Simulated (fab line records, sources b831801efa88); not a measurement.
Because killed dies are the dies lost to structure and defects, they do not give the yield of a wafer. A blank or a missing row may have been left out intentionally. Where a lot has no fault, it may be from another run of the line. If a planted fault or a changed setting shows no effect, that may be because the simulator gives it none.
A struck lot beside a sound one -- flow sky130 -- 44 steps out of a route of 708
Sound: the wafers L452.1, L452.5, L452.6. Struck: wafers L456.3, L456.5, L456.6. Last of all comes the cause.
Per side, at each step with rows, come the tool, then ch with its chambers, and then its first start. Under that, the readings that differ: sound wafers -- struck wafers -- difference of the means -- sigmas: that difference in standard deviations of wafers without a fault.
alike: words and numbers the same on both sides, and readings whose means are apart by under 2 such deviations; not compared: readings that were withheld, readings missing a value for some wafer, numbers with overlapping values and no deviation given by the record, and bounds like >300 which may hide the same value.
The two part at a step that has a row with sigmas, a row that says differs or no value, or rows on one side only. Numbers that have no deviation but don't overlap get no sigmas and don't part them. A reading that every wafer of one side lacks parts them only if that side has two wafers or more.

first, 2 steps without rows for these wafers: SKY_DNWELL_DEVELOP_06 (develop time 60 s); SKY_DNWELL_IMPLANT_07.
SKY_DNWELL_STRIP_08: strips in O2/N2.
  sound on plasma_asher-04 ch 0,1, day 4 18:04; struck on plasma_asher-04 ch 0,1, day 5 14:41
reading,sound,struck,difference,sigmas
strip_time_to_endpoint_s (s),36.59 36.64 36.57,37.00 37.01 37.02,+0.41,+4
  alike: drypump_motor_current_A, oes_product_au
  not compared: rf_hours_counter_h
SKY_DNWELL_TW_MEAS_09:
  sound on film_metro-03 at day 4 18:10; struck on film_metro-03 at day 5 14:47
  alike: DNWELL_TW
then, 7 steps without rows for these wafers: SKY_PWDE_DEHYDRATE_00 (time 60 s); SKY_PWDE_HMDS_01 (prime time 60 s); SKY_PWDE_COAT_02 (resist thk 3000 nm); SKY_PWDE_SOFTBAKE_03; SKY_PWDE_EXPOSE_04 (exposes mask PWDEM, target cd 840 nm); SKY_PWDE_PEB_05; SKY_PWDE_DEVELOP_06 (develop time 60 s).
SKY_PWDE_OVL_MEAS_07:
  sound on overlay-02 at day 5 11:49; struck on overlay-01 at day 6 09:50
  alike: PWDE_OVL
SKY_PWDE_IMPLANT_08:
  sound on implanter-02 ch 0, day 5 11:50; struck on implanter-03 ch 0, day 6 09:55
reading,sound,struck,difference,sigmas
dose_ions_cm2,3.596e+12 3.599e+12 3.601e+12,3.467e+12 3.468e+12 3.464e+12,-1.323e+11,-36
SKY_PWDE_STRIP_09: strips in O2/N2.
  sound on plasma_asher-02 ch 0,1, day 5 11:59; struck on plasma_asher-02 ch 0,1, day 6 10:02
  alike: drypump_motor_current_A, oes_product_au, strip_time_to_endpoint_s
  not compared: rf_hours_counter_h
SKY_PWDE_TW_MEAS_10:
  sound on film_metro-03 at day 5 12:05; struck on film_metro-03 at day 6 10:08
  alike: PWDE_TW
then, 7 steps without rows for these wafers: SKY_NWELL_DEHYDRATE_03 (time 60 s); SKY_NWELL_HMDS_04 (prime time 60 s); SKY_NWELL_COAT_05 (resist thk 3000 nm); SKY_NWELL_SOFTBAKE_06; SKY_NWELL_EXPOSE_07 (exposes mask NWM, target cd 840 nm); SKY_NWELL_PEB_08; SKY_NWELL_DEVELOP_09 (develop time 60 s).
SKY_NWELL_OVL_MEAS_10:
  sound on overlay-02 at day 6 06:52; struck on overlay-01 at day 7 05:25
  alike: NWELL_00_OVL
then, 3 steps without rows for these wafers: SKY_NWELL_IMPLANT_11; SKY_NWELL_IMPLANT_12; SKY_NWELL_IMPLANT_13.
SKY_NWELL_STRIP_14: strips in O2/N2.
  sound on plasma_asher-03 ch 0,1, day 6 07:20; struck on plasma_asher-02 ch 0,1, day 7 05:55
  alike: drypump_motor_current_A, oes_product_au, strip_time_to_endpoint_s
  not compared: rf_hours_counter_h
SKY_NWELL_TW_MEAS_15:
  sound on film_metro-01 at day 6 07:26; struck on film_metro-03 at day 7 06:01
  alike: NWELL_TW
then, 7 steps without rows for these wafers: SKY_NWELL_DEHYDRATE_16 (time 60 s); SKY_NWELL_HMDS_17 (prime time 60 s); SKY_NWELL_COAT_18 (resist thk 3000 nm); SKY_NWELL_SOFTBAKE_19; SKY_NWELL_EXPOSE_20 (exposes mask NWM COMPLEMENT, target cd 840 nm); SKY_NWELL_PEB_21; SKY_NWELL_DEVELOP_22 (develop time 60 s).
SKY_NWELL_OVL_MEAS_23:
  sound on overlay-01 at day 7 02:26; struck on overlay-01 at day 8 02:13
  alike: NWELL_01_OVL
then, 1 step without rows for these wafers: SKY_NWELL_IMPLANT_24.
SKY_NWELL_STRIP_25: strips in O2/N2.
  sound on plasma_asher-01 ch 0,1, day 7 02:38; struck on plasma_asher-03 ch 0,1, day 8 02:26
  alike: drypump_motor_current_A, oes_product_au, strip_time_to_endpoint_s
  not compared: rf_hours_counter_h
SKY_NWELL_TW_MEAS_26:
  sound on film_metro-01 at day 7 02:44; struck on film_metro-01 at day 8 02:31
  alike: NWELL_2_TW
then, 1 step without rows for these wafers: SKY_NWELL_CLEAN_27 (cleans in SC1/SC2, time 150 s).
SKY_NWELL_RTA_28: time 30 s.
  sound on rtp_anneal-02 ch 0, day 7 02:50; struck on rtp_anneal-02 ch 0, day 8 02:38
  alike: lamp_power_pct, wafer_temp_C_max
SKY_NWELL_RS_MEAS_29: a four-point-probe measurement.
  sound on film_metro-04 at day 7 02:56; struck on film_metro-03 at day 8 02:45
  alike: NWELL_RS
SKY_NWELL_RS_MEAS_31: a four-point-probe measurement.
  sound on film_metro-04 at day 7 03:11; struck on film_metro-03 at day 8 02:59
reading,sound,struck,difference,sigmas
PWDE_RS (ohm/sq),5281 5279 5274,5413 5428 5417,+141,+7
-- the record jumps here: 40 days lie between the struck wafers' starts before and after (it left off in module NWELL and takes up again in module PAD_OPEN, whose first step shown is number 708 of the route) --
SKY_PAD_OPEN_PROBE_99:
  sound on prober-01 at day 47 15:55; struck on prober-02 at day 48 13:58
reading,sound,struck,difference,sigmas
model.etest.res_pwde_under_gate.rs_ohm_sq,6212 6215 6190,6339 6374 6337,+144,
  alike: killed_at_M0_to_M3, killed_at_M4_up, killed_at_contacts, killed_at_front_end, killed_at_other, killed_dies, killed_on_rim, killed_open, killed_short

WHERE THEY PART
Earliest at SKY_DNWELL_STRIP_08; latest, in this record, at SKY_NWELL_RS_MEAS_31. Later steps at which nothing parts them and some readings are alike: SKY_PAD_OPEN_PROBE_99.

WHY: the cause the simulator had injected
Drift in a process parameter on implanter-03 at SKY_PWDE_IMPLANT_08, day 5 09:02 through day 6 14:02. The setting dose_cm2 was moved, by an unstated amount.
